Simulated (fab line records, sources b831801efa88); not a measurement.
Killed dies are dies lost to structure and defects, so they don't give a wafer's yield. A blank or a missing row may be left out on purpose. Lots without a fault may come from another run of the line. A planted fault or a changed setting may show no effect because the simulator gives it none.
fab line records | flow sfq_line
record lots=7 wafers=21 last_day=90
route steps=325 shown I1@83 M2@88 I2@103 M3@118 M8@325
lots that met no fault: from a run of the same line without faults
start_h: hours from the record's first day to the start of the lot's first wafer shown | wait_h: hours since the lot's step before | " the same as in the row above | L1.1+2: a row that stands for several wafers | - no value, or no start given | * or withheld: withheld | < > ~ a bound
route shown NAME@n: a module of which the file shows steps, and the number in the route of the first | usual: mean/standard deviation of fault-free wafers | same: alike in all rows | chamber/n: place in a boat | sites: the reading at each site | _std_site: their standard deviation | _edge_site: outer sites' mean less inner sites' | radius_mm: how far each site lies from the wafer's centre | mask NAME#n: copy n | behind: the tool/chamber that last shaped the wafer | hold: why the lot was held/for how many hours/how that ended | device: the transistor (n, p or np) that didn't switch | end of line: the same wafers' tests at the end of the route | a step without rows: its recipe alone | killed: dies lost to structure and defects at the first sort, not the wafer's yield | map: a wafer's dies, x killed, . not, _ none there
set.NAME: the setting as run; set.NAME@STEP: as run at that earlier step | model.NAME: the simulator's own value behind a step, which no gauge read
lots at some steps of the route; a table a step, a row a wafer
services: from which hour (start_h, from the record's first day; less than 0 if before it) a tool's chamber was out of use, for how many hours, and why
## steps
# step SFQ_I1_OVL_MEAS_913
# usual I1_OVL=-1/4.4
# columns lot.wafer tool chamber start_h wait_h I1_OVL[nm]
L962.1 overlay-02 - 544.74 0.1 -6
L962.2 " - " " 0
L962.5 " - " " -2
L967.2 overlay-02 - 594.82 0.1 -7
L967.3 " - " " 5
L967.4 " - " " -7
L968.2 overlay-01 - 598.42 0.1 -10
L968.3 " - " " 0
L968.6 " - " " -5
L969.1 overlay-01 - 601.41 0.1 -5
L969.4 " - " " -5
L969.5 " - " " -7
L970.1 overlay-01 - 606.21 0.1 0
L970.3 " - " " -2
L970.5 " - " " -3
L981.2 overlay-02 - 717.27 0.1 6
L981.3 " - " " 12
L981.5 " - " " 7
L984.1 overlay-02 - 735.40 0.1 -2
L984.3 " - " " -6
L984.6 " - " " 2
# step SFQ_TRILAYER_I1_VIA_BARC_OPEN_VIA_ETCH_071
# recipe mask_material=PR chemistry=O2 target_depth_nm=125 target=BARC source_w=500 bias_w=80 pressure_mtorr=30 time_s=41.7
# usual drypump_motor_current_A=5.7/0.36 oes_product_au=0.686/0.0046
# columns lot.wafer tool chamber start_h wait_h drypump_motor_current_A oes_product_au rf_hours_counter_h
L962.1 rie_diel-01 1 544.78 0.0 5.8 0.684 5
L962.2 " 0 " " 5.4 0.689 2
L962.5 " 0 " " 5.4 0.685 -
L967.2 rie_diel-01 2 594.85 0.0 6.0 0.684 1
L967.3 " 0 " " 5.4 0.686 3
L967.4 " 3 " " 5.2 0.690 8
L968.2 rie_diel-03 1 598.45 0.0 5.7 0.684 11
L968.3 " 2 " " 6.1 0.691 3
L968.6 " 2 " " 6.2 0.684 -
L969.1 rie_diel-04 3 601.45 0.0 6.2 0.687 5
L969.4 " 1 " " 5.7 0.690 3
L969.5 " 2 " " 6.0 0.687 -
L970.1 rie_diel-03 1 606.25 0.0 5.7 0.681 11
L970.3 " 3 " " 5.3 0.678 8
L970.5 " 0 " " 5.3 0.687 -
L981.2 rie_diel-01 1 717.30 0.0 5.8 0.700 8
L981.3 " 2 " " 6.0 0.685 3
L981.5 " 0 " " 5.4 0.675 -
L984.1 rie_diel-03 2 735.43 0.0 6.2 0.679 5
L984.3 " 1 " " 5.7 0.688 13
L984.6 " 3 " " 5.3 0.680 -
# step SFQ_TRILAYER_I1_VIA_ETCH_VIA_ETCH_052
# recipe target=SiO2 stop_on=Nb mask_material=PR taper_deg=20 chemistry=CHF3 target_depth_nm=260 source_w=500 bias_w=80 pressure_mtorr=30 time_s=withheld
# step SFQ_TRILAYER_I1_VIA_STRIP_STRIP_053
# recipe gas=O2 power_w=200 platen_temp_c=40 overash_fraction=0.65 chemistry=O2 pressure_mtorr=50
# usual drypump_motor_current_A=5.7/0.6 oes_product_au=0.999/0.0078
# columns lot.wafer tool chamber start_h wait_h drypump_motor_current_A oes_product_au rf_hours_counter_h
L962.1 rie_metal-04 1 544.93 - 5.9 1.005 40
L962.2 " 1 " " 5.9 0.994 -
L962.5 " 1 " " 5.9 0.992 -
L967.2 rie_metal-01 0 595.00 - 5.1 0.999 24
L967.3 " 1 " " 6.6 0.989 -
L967.4 " 0 " " 5.1 0.991 -
L968.2 rie_metal-04 0 598.60 - 5.7 1.013 10
L968.3 " 1 " " 5.8 0.999 -
L968.6 " 0 " " 5.7 1.005 -
L969.1 rie_metal-01 1 601.60 - 6.6 0.998 7
L969.4 " 0 " " 5.1 1.005 -
L969.5 " 1 " " 6.6 0.993 -
L970.1 rie_metal-04 1 606.40 - 5.9 0.998 51
L970.3 " 0 " " 5.7 1.015 -
L970.5 " 1 " " 5.9 0.995 -
L981.2 rie_metal-03 0 717.45 - 5.1 0.997 46
L981.3 " 0 " " 5.1 0.996 -
L981.5 " 1 " " 5.3 0.994 -
L984.1 rie_metal-01 1 735.59 - 6.7 1.002 23
L984.3 " 1 " " 6.6 1.004 -
L984.6 " 0 " " 5.1 1.014 -
# step SFQ_TRILAYER_I1_VIA_STRIP_SOLV_CLEAN_054
# recipe chemistry=NMP temp_c=70 time_s=600
# step SFQ_TRILAYER_M2_DEP_PRE_CLEAN_056
# recipe gas=Ar time_s=22.5 bias_v=250
# step SFQ_TRILAYER_M2_DEP_SPUTTER_055
# recipe material=Nb base_pressure_pa=1.33e-06 chamber_pressure_pa=0.1333 substrate_temp_c=20 resputter_cathode_voltage_v=400 target_thk_nm=200 power_w=2000 time_s=133.3
# usual throttle_valve_pct=30.2/1.1
# columns lot.wafer tool chamber start_h wait_h throttle_valve_pct
L962.1 pvd_sputter-03 - 546.33 0.0 28.9
L962.2 " - " " 31.2
L962.5 " - " " 29.6
L967.2 pvd_sputter-04 - 595.81 0.0 31.4
L967.3 " - " " 31.2
L967.4 " - " " 31.3
L968.2 pvd_sputter-05 - 599.41 0.0 30.6
L968.3 " - " " 31.7
L968.6 " - " " 30.3
L969.1 pvd_sputter-04 - 602.42 0.0 30.8
L969.4 " - " " 31.4
L969.5 " - " " 30.8
L970.1 pvd_sputter-05 - 607.21 0.0 30.3
L970.3 " - " " 30.0
L970.5 " - " " 30.3
L981.2 pvd_sputter-04 - 718.26 0.0 30.8
L981.3 " - " " 31.3
L981.5 " - " " 28.2
L984.1 pvd_sputter-05 - 736.39 0.0 31.3
L984.3 " - " " 30.1
L984.6 " - " " 31.5
# step SFQ_M2_RS_MEAS_914
# recipe thk_meas_gauge=four-point-probe reads=Nb_of_TRILAYER_M2_DEP_SPUTTER_055
# usual M2_NB_RS=0.894/0.012
# columns lot.wafer tool chamber start_h wait_h M2_NB_RS[ohm/sq]
L962.1 film_metro-02 - 546.42 0.0 0.903
L962.2 " - " " 0.892
L962.5 " - " " 0.904
L967.2 film_metro-04 - 595.92 0.1 0.900
L967.3 " - " " 0.896
L967.4 " - " " 0.906
L968.2 film_metro-02 - 599.52 0.1 0.889
L968.3 " - " " 0.888
L968.6 " - " " 0.888
L969.1 film_metro-04 - 602.51 0.0 0.892
L969.4 " - " " 0.902
L969.5 " - " " 0.885
L970.1 film_metro-04 - 607.30 0.0 0.902
L970.3 " - " " 0.896
L970.5 " - " " 0.904
L981.2 film_metro-03 - 718.37 0.1 0.890
L981.3 " - " " 0.892
L981.5 " - " " 0.903
L984.1 film_metro-02 - 736.48 0.0 0.881
L984.3 " - " " 0.896
L984.6 " - " " 0.883
# step SFQ_TRILAYER_M2_LITHO_COAT_062
# recipe resist=BARC spin_rpm=3000 resist_thk_nm=62
# step SFQ_TRILAYER_M2_LITHO_COAT_057
# recipe resist=KrF spin_rpm=3000 resist_thk_nm=600
# step SFQ_TRILAYER_M2_LITHO_SOFTBAKE_061
# recipe temp_c=withheld time_s=withheld resist=KrF
# step SFQ_TRILAYER_M2_LITHO_EXPOSE_058
# recipe mask_id=M2 na=0.6 source_shape=conventional sigma_outer=0.65 target_cd_nm=500 dose_mj=14.4
# usual exposure_dose_mJ_cm2=14.397/0.014
# columns lot.wafer tool chamber start_h wait_h mask exposure_dose_mJ_cm2
L962.1 krf_scanner-01 0 547.79 - M2#0 14.394
L962.2 " 0 " " M2#0 14.443
L962.5 " 0 " " M2#0 14.396
L967.2 krf_scanner-02 0 722.10 - M2#0 14.416
L967.3 " 0 " " M2#0 14.408
L967.4 " 0 " " M2#0 14.411
L968.2 krf_scanner-02 0 724.50 - M2#0 13.037
L968.3 " 0 " " M2#0 13.033
L968.6 " 0 " " M2#0 13.010
L969.1 krf_scanner-02 0 725.50 - M2#0 13.029
L969.4 " 0 " " M2#0 13.070
L969.5 " 0 " " M2#0 13.054
L970.1 krf_scanner-02 0 729.10 - M2#0 13.056
L970.3 " 0 " " M2#0 13.050
L970.5 " 0 " " M2#0 13.038
L981.2 krf_scanner-01 0 829.78 - M2#0 14.410
L981.3 " 0 " " M2#0 14.420
L981.5 " 0 " " M2#0 14.404
L984.1 krf_scanner-01 0 848.78 - M2#0 14.373
L984.3 " 0 " " M2#0 14.392
L984.6 " 0 " " M2#0 14.400
# step SFQ_TRILAYER_M2_LITHO_PEB_060
# recipe peb_temp_c=115 peb_time_s=60 resist=KrF
# step SFQ_TRILAYER_M2_LITHO_DEVELOP_059
# recipe time_s=60 resist=KrF
# step SFQ_M2_OVL_MEAS_916
# usual M2_OVL=-1/5.7
# columns lot.wafer tool chamber start_h wait_h M2_OVL[nm]
L962.1 overlay-02 - 549.29 0.1 2
L962.2 " - " " -8
L962.5 " - " " 6
L967.2 overlay-02 - 723.40 0.1 6
L967.3 " - " " 2
L967.4 " - " " 11
L968.2 overlay-01 - 725.80 0.1 -5
L968.3 " - " " 1
L968.6 " - " " 0
L969.1 overlay-02 - 727.00 0.1 -5
L969.4 " - " " -1
L969.5 " - " " 1
L970.1 overlay-01 - 730.60 0.1 0
L970.3 " - " " -1
L970.5 " - " " -1
L981.2 overlay-02 - 831.09 0.1 -6
L981.3 " - " " 0
L981.5 " - " " -1
L984.1 overlay-02 - 850.28 0.1 -1
L984.3 " - " " 4
L984.6 " - " " -2
# step SFQ_TRILAYER_M2_BARC_OPEN_METAL_ETCH_077
# recipe mask_material=PR chemistry=O2 target_depth_nm=125 target=BARC icp_w=600 bias_w=80 pressure_mtorr=10 time_s=41.7
# usual drypump_motor_current_A=5.4/0.32 oes_product_au=0.685/0.0048
# columns lot.wafer tool chamber start_h wait_h drypump_motor_current_A oes_product_au rf_hours_counter_h model.M2.cd_nm
L962.1 rie_metal-03 0 549.32 0.0 5.1 0.682 15 498.9
L962.2 " 1 " " 5.3 0.687 0 499.8
L962.5 " 0 " " 5.1 0.689 - 499
L967.2 rie_metal-03 1 723.43 0.0 5.3 0.685 31 500
L967.3 " 1 " " 5.3 0.684 - 501.7
L967.4 " 0 " " 5.1 0.682 - 499.8
L968.2 rie_metal-03 0 725.83 0.0 5.1 0.680 47 516.2
L968.3 " 0 " " 5.1 0.693 - 517.5
L968.6 " 1 " " 5.2 0.691 - 517.5
L969.1 rie_metal-04 0 727.03 0.0 5.7 0.684 31 515.9
L969.4 " 0 " " 5.7 0.688 - 515.3
L969.5 " 0 " " 5.7 0.694 - 515.5
L970.1 rie_metal-02 1 730.63 0.0 5.7 0.680 25 517.5
L970.3 " 1 " " 5.7 0.689 - 517.9
L970.5 " 1 " " 5.8 0.686 - 518
L981.2 rie_metal-03 0 831.12 0.0 5.1 0.676 59 496.2
L981.3 " 1 " " 5.3 0.694 - 498.7
L981.5 " 0 " " 5.1 0.682 - 498
L984.1 rie_metal-04 0 850.32 0.0 5.7 0.684 47 500.1
L984.3 " 0 " " 5.7 0.692 - 498
L984.6 " 0 " " 5.7 0.693 - 499.4
# step SFQ_TRILAYER_M2_ETCH_METAL_ETCH_060
# recipe target=Nb stop_on=SiO2 mask_material=PR chemistry=Cl2/Ar target_depth_nm=240 icp_w=600 bias_w=80 pressure_mtorr=10 time_s=120
# usual drypump_motor_current_A=5.4/0.32 oes_product_au=0.892/0.0079
# columns lot.wafer tool chamber start_h wait_h drypump_motor_current_A oes_product_au rf_hours_counter_h model.M2.cd_nm
L962.1 rie_metal-03 0 549.38 0.0 5.1 0.881 15 497.7
L962.2 " 1 " " 5.3 0.887 0 498.9
L962.5 " 0 " " 5.1 0.885 - 497.5
L967.2 rie_metal-03 1 723.49 0.0 5.3 0.893 32 498.9
L967.3 " 1 " " 5.3 0.892 - 500.5
L967.4 " 0 " " 5.1 0.882 - 499
L968.2 rie_metal-03 0 725.89 0.0 5.1 0.901 47 514.9
L968.3 " 0 " " 5.1 0.896 - 516.4
L968.6 " 1 " " 5.3 0.892 - 516.4
L969.1 rie_metal-04 0 727.09 0.0 5.7 0.896 31 516.8
L969.4 " 0 " " 5.7 0.888 - 516.2
L969.5 " 0 " " 5.7 0.899 - 516.2
L970.1 rie_metal-02 1 730.69 0.0 5.7 0.890 25 518
L970.3 " 1 " " 5.7 0.895 - 519.1
L970.5 " 1 " " 5.7 0.885 - 519.1
L981.2 rie_metal-03 0 831.18 0.0 5.1 0.898 59 495.1
L981.3 " 1 " " 5.3 0.890 - 498.6
L981.5 " 0 " " 5.1 0.891 - 496.8
L984.1 rie_metal-04 0 850.38 0.0 5.7 0.899 47 499.7
L984.3 " 0 " " 5.7 0.889 - 497.6
L984.6 " 0 " " 5.7 0.893 - 500.3
# step SFQ_TRILAYER_M2_STRIP_STRIP_061
# recipe gas=O2 power_w=200 platen_temp_c=40 overash_fraction=0.65 chemistry=O2 pressure_mtorr=50
# step SFQ_TRILAYER_M2_STRIP_SOLV_CLEAN_062
# recipe chemistry=NMP temp_c=70 time_s=600
# step SFQ_TRILAYER_I2_DEP_PECVD_063
# recipe material=SiO2 temp_c=150 time_s=111.11 pressure_torr=2.4 rf_w=183.3 precursor=SiH4/N2O target_thk_nm=500
# step SFQ_TRILAYER_I2_CMP_CMP_064
# recipe material=SiO2 down_force_psi=3 platen_rpm=60 pad_velocity_m_s=0.94248
# usual motor_current_A=10.4/1.3 time_to_endpoint_s=213/8.2
# columns lot.wafer tool chamber start_h wait_h motor_current_A time_to_endpoint_s
L962.1 cmp-01 2 560.36 10.0 9.7 206
L962.2 " 3 " " 10.3 223
L962.5 " 1 561.86 11.5 9.8 216
L967.4 cmp-02 3 782.64 58.2 12.2 216
L967.2 " 0 " " 10.7 219
L967.3 " 1 " " 12.7 215
L968.3 cmp-01 1 783.50 56.7 9.5 208
L968.2 " 2 " " 9.8 211
L968.6 " 3 " " 10.6 220
L969.4 cmp-02 1 785.64 57.6 12.4 211
L969.1 " 2 " " 10.0 208
L969.5 " 0 787.14 59.1 10.5 228
L970.3 cmp-02 0 788.64 57.0 10.3 223
L970.1 " 2 789.64 58.0 10.1 208
L970.5 " 0 790.64 59.0 10.3 223
L981.3 cmp-02 0 838.90 6.8 10.5 216
L981.2 " 2 839.90 7.8 9.2 209
L981.5 " 1 841.40 9.2 13.0 218
L984.1 cmp-01 3 851.36 0.0 11.2 225
L984.3 " 0 " " 8.9 222
L984.6 " 3 853.36 2.0 10.1 227
# step SFQ_I2_BOW_MEAS_917
# recipe mode=bow
# usual I2_BOW=1/7.6
# columns lot.wafer tool chamber start_h wait_h I2_BOW[um]
L962.1 film_metro-01 - 562.36 1.5 4
L962.2 " - " " 8
L962.5 " - " " 0
L967.2 film_metro-03 - 785.16 1.5 -8
L967.3 " - " " -6
L967.4 " - " " -7
L968.2 film_metro-02 - 785.52 1.0 0
L968.3 " - " " 7
L968.6 " - " " -5
L969.1 film_metro-01 - 788.14 1.5 5
L969.4 " - " " 2
L969.5 " - " " 1
L970.1 film_metro-03 - 791.14 1.0 7
L970.3 " - " " -5
L970.5 " - " " 6
L981.2 film_metro-02 - 841.92 1.5 7
L981.3 " - " " -2
L981.5 " - " " -6
L984.1 film_metro-02 - 854.36 2.5 3
L984.3 " - " " 13
L984.6 " - " " -10
# step SFQ_TRILAYER_I2_METRO_MEASURE_065
# step SFQ_TRILAYER_I2_VIA_LITHO_COAT_072
# recipe resist=BARC spin_rpm=3000 resist_thk_nm=62
# step SFQ_TRILAYER_I2_VIA_LITHO_COAT_067
# recipe resist=KrF spin_rpm=3000 resist_thk_nm=650
# step SFQ_TRILAYER_I2_VIA_LITHO_SOFTBAKE_071
# recipe temp_c=withheld time_s=withheld resist=KrF
# step SFQ_TRILAYER_I2_VIA_LITHO_EXPOSE_068
# recipe mask_id=I2 na=0.6 source_shape=conventional sigma_outer=0.65 target_cd_nm=500 dose_mj=21.3
# step SFQ_TRILAYER_I2_VIA_LITHO_PEB_070
# recipe peb_temp_c=115 peb_time_s=60 resist=KrF
# step SFQ_TRILAYER_I2_VIA_LITHO_DEVELOP_069
# recipe time_s=60 resist=KrF
# step SFQ_I2_OVL_MEAS_918
# usual I2_OVL=1/5.2
# columns lot.wafer tool chamber start_h wait_h I2_OVL[nm]
L962.1 overlay-02 - 707.66 0.1 -2
L962.2 " - " " 3
L962.5 " - " " -1
L967.2 overlay-02 - 789.83 0.1 -6
L967.3 " - " " -3
L967.4 " - " " -6
L968.2 overlay-01 - 908.95 0.1 5
L968.3 " - " " -1
L968.6 " - " " 8
L969.1 overlay-02 - 913.74 0.1 2
L969.4 " - " " 0
L969.5 " - " " 1
L970.1 overlay-01 - 919.74 0.1 -1
L970.3 " - " " -1
L970.5 " - " " 4
L981.2 overlay-01 - 992.20 0.1 6
L981.3 " - " " 8
L981.5 " - " " 6
L984.1 overlay-01 - 1006.82 0.1 1
L984.3 " - " " 0
L984.6 " - " " 2
# step SFQ_TRILAYER_I2_VIA_BARC_OPEN_VIA_ETCH_096
# recipe mask_material=PR chemistry=O2 target_depth_nm=125 target=BARC source_w=500 bias_w=80 pressure_mtorr=30 time_s=41.7
# step SFQ_TRILAYER_I2_VIA_ETCH_VIA_ETCH_070
# recipe target=SiO2 stop_on=Nb mask_material=PR taper_deg=20 chemistry=CHF3 target_depth_nm=260 source_w=500 bias_w=80 pressure_mtorr=30 time_s=withheld
# step SFQ_TRILAYER_I2_VIA_STRIP_STRIP_071
# recipe gas=O2 power_w=200 platen_temp_c=40 overash_fraction=0.65 chemistry=O2 pressure_mtorr=50
# step SFQ_TRILAYER_I2_VIA_STRIP_SOLV_CLEAN_072
# recipe chemistry=NMP temp_c=70 time_s=600
# step SFQ_TRILAYER_M3_DEP_PRE_CLEAN_074
# recipe gas=Ar time_s=22.5 bias_v=250
# step SFQ_TRILAYER_M3_DEP_SPUTTER_073
# recipe material=Nb base_pressure_pa=1.33e-06 chamber_pressure_pa=0.1333 substrate_temp_c=20 resputter_cathode_voltage_v=400 target_thk_nm=200 power_w=2000 time_s=133.3
# usual throttle_valve_pct=30.2/0.99
# columns lot.wafer tool chamber start_h wait_h throttle_valve_pct
L962.1 pvd_sputter-03 - 708.67 0.0 28.7
L962.2 " - " " 31.0
L962.5 " - " " 30.9
L967.2 pvd_sputter-05 - 790.82 0.0 31.2
L967.3 " - " " 30.1
L967.4 " - " " 30.0
L968.2 pvd_sputter-03 - 909.93 0.0 29.5
L968.3 " - " " 30.9
L968.6 " - " " 29.7
L969.1 pvd_sputter-06 - 914.73 0.0 31.5
L969.4 " - " " 30.3
L969.5 " - " " 31.3
L970.1 pvd_sputter-05 - 921.14 0.0 30.0
L970.3 " - " " 30.4
L970.5 " - " " 31.4
L981.2 pvd_sputter-05 - 993.20 0.0 30.4
L981.3 " - " " 29.9
L981.5 " - " " 29.9
L984.1 pvd_sputter-05 - 1007.81 0.0 31.3
L984.3 " - " " 30.5
L984.6 " - " " 30.0
# step SFQ_M3_RS_MEAS_919
# recipe thk_meas_gauge=four-point-probe reads=Nb_of_TRILAYER_M3_DEP_SPUTTER_073
# usual M3_NB_RS=0.889/0.01
# columns lot.wafer tool chamber start_h wait_h M3_NB_RS[ohm/sq]
L962.1 film_metro-04 - 708.76 0.0 0.900
L962.2 " - " " 0.887
L962.5 " - " " 0.883
L967.2 film_metro-02 - 790.93 0.1 0.881
L967.3 " - " " 0.889
L967.4 " - " " 0.869
L968.2 film_metro-02 - 910.04 0.1 0.890
L968.3 " - " " 0.903
L968.6 " - " " 0.895
L969.1 film_metro-01 - 914.82 0.0 0.884
L969.4 " - " " 0.882
L969.5 " - " " 0.886
L970.1 film_metro-02 - 921.24 0.1 0.881
L970.3 " - " " 0.898
L970.5 " - " " 0.895
L981.2 film_metro-04 - 993.31 0.1 0.897
L981.3 " - " " 0.893
L981.5 " - " " 0.897
L984.1 film_metro-02 - 1007.90 0.0 0.890
L984.3 " - " " 0.881
L984.6 " - " " 0.893
# step SFQ_TRILAYER_M3_LITHO_COAT_080
# recipe resist=BARC spin_rpm=3000 resist_thk_nm=62
# step SFQ_TRILAYER_M3_LITHO_COAT_075
# recipe resist=KrF spin_rpm=3000 resist_thk_nm=600
# step SFQ_TRILAYER_M3_LITHO_SOFTBAKE_079
# recipe temp_c=withheld time_s=withheld resist=KrF
# step SFQ_M8_BOW_MEAS_951
# recipe mode=bow
# usual M8_BOW=6/12
# columns lot.wafer tool chamber start_h wait_h M8_BOW[um] model.etest.m2.ohm_um
L962.1 film_metro-03 - 1800.79 0.0 12 1.817
L962.2 " - " " 15 1.794
L962.5 " - " " 8 1.821
L967.2 film_metro-02 - 1843.13 0.0 -10 1.799
L967.3 " - " " -8 1.789
L967.4 " - " " -8 1.812
L968.2 film_metro-02 - 1844.33 0.0 11 1.729
L968.3 " - " " 16 1.726
L968.6 " - " " 6 1.724
L969.1 film_metro-03 - 1845.51 0.0 4 1.718
L969.4 " - " " 3 1.74
L969.5 " - " " 0 1.711
L970.1 film_metro-03 - 1846.71 0.0 10 1.737
L970.3 " - " " 0 1.72
L970.5 " - " " 11 1.74
L981.2 film_metro-03 - 2149.37 0.0 23 1.79
L981.3 " - " " 17 1.781
L981.5 " - " " 12 1.811
L984.1 film_metro-03 - 2160.13 0.0 11 1.772
L984.3 " - " " 21 1.805
L984.6 " - " " -3 1.769
## services
# columns tool chamber start_h hours kind
krf_scanner-02 - 533.84 1.0 pm
rie_metal-03 - 545.34 0.9 repair
cmp-02 - 554.58 8.3 pm
krf_scanner-02 - 566.79 3.6 pm
cmp-02 - 575.40 4.0 pm
rie_metal-04 1 575.72 9.4 repair
cmp-02 - 592.27 1.0 repair
krf_scanner-02 - 593.88 1.3 repair
cmp-02 - 594.86 1.4 repair
cmp-02 - 613.31 1.8 repair
rie_metal-03 - 618.25 1.4 pm
cmp-02 - 625.18 4.0 repair
krf_scanner-02 - 649.18 1.3 pm
cmp-02 - 654.57 1.2 repair
krf_scanner-02 - 702.65 1.0 pm
krf_scanner-02 - 703.62 3.6 repair
krf_scanner-02 - 711.97 4.4 pm
rie_metal-03 - 775.99 1.6 repair
rie_metal-03 - 786.71 14.6 pm
rie_metal-03 1 836.29 15.4 repair
pvd_sputter-05 - 842.67 0.7 repair
rie_metal-04 - 910.24 0.8 repair
rie_metal-03 - 911.19 1.9 repair
pvd_sputter-05 - 994.78 2.3 repair
## key
first_sign step=SFQ_TRILAYER_M2_LITHO_EXPOSE_058 reading=exposure_dose_mJ_cm2 direction=down sigmas=99 usual=14.397 struck=13.042
effect none on later readings
model_effect step=SFQ_TRILAYER_M2_BARC_OPEN_METAL_ETCH_077 value=M2.cd_nm without=501 struck=516.8
model_effect step=SFQ_TRILAYER_M2_ETCH_METAL_ETCH_060 value=M2.cd_nm without=501.1 struck=517
model_effect step=SFQ_M8_BOW_MEAS_951 value=etest.m2.ohm_um without=1.782 struck=1.727
met_at SFQ_TRILAYER_M2_LITHO_EXPOSE_058
struck_wafers L968.2,L968.3,L968.6,L969.1,L969.4,L969.5,L970.1,L970.3,L970.5
fault kind=process_parameter_drift tool=krf_scanner-02 chamber=- onset_h=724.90 steps=SFQ_TRILAYER_M2_LITHO_EXPOSE_058 channel=dose_mj offset=-1.3556 shape=step acts_in=these_recipes_only stated=14.4
